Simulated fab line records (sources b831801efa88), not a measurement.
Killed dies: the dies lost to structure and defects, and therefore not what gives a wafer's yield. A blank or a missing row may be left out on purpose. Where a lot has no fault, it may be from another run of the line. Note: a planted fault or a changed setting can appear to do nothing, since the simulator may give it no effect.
Matching of chambers || flow sky130 || SKY_LI_CONTACT_CMP_24 on cmp-02 has 4 sister chambers
The step polishes, stops on PSG, t overpolish 20 s, target thk 0 nm. 4 wafers are shown with their chamber, then 7 later ones without.

EACH WAFER AND ITS CHAMBER
{"wafer": "L997.5", "chamber": 1, "motor current A (A)": 9.8}
{"wafer": "L998.2", "chamber": 3, "motor current A (A)": 10.9}
{"wafer": "L998.3", "chamber": 0, "motor current A (A)": 11.6}
{"wafer": "L998.5", "chamber": 2, "motor current A (A)": 10.4}

WAFERS WHOSE CHAMBER IS MISSING
{"wafer": "L107.2", "motor current A (A)": 10.1}
{"wafer": "L113.1", "motor current A (A)": 10.2}
{"wafer": "L113.2", "motor current A (A)": 10.8}
{"wafer": "L113.5", "motor current A (A)": 11.1}
{"wafer": "L115.1", "motor current A (A)": 11.3}
{"wafer": "L115.3", "motor current A (A)": 9.8}
{"wafer": "L115.4", "motor current A (A)": 11.0}

WHICH CHAMBER EACH ONE RAN IN
{"wafer": "L107.2", "from the rows above": "can't be placed: 1 or 2", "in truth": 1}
{"wafer": "L113.1", "from the rows above": "can't be placed: 2 or 1", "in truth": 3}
{"wafer": "L113.2", "from the rows above": "can't be placed: 3 or 2", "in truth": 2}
{"wafer": "L113.5", "from the rows above": "can't be placed: 3 or 0", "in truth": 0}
{"wafer": "L115.1", "from the rows above": "can't be placed: 0 or 3", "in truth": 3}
{"wafer": "L115.3", "from the rows above": 1, "in truth": 1}
{"wafer": "L115.4", "from the rows above": 3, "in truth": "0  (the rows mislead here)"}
Placed correctly: 1 of 7. From these rows, 5 cannot be placed; in 4 the true chamber is one of the candidates. Wrongly placed: 1.
How it was worked out, from the rows above alone: a wafer's distance from a chamber is the root of the sum, over the readings, of the square of ((its reading less the chamber's mean) divided by the reading's scatter). If the next closest chamber is less than 2 further off than the closest, the wafer can't be placed; otherwise it belongs to the closest. The mean given for a chamber averages the wafers shown for that chamber. The scatter (one wafer shown for each chamber): square how far every hidden wafer sits from the nearest shown wafer, average those squares and take the square root.
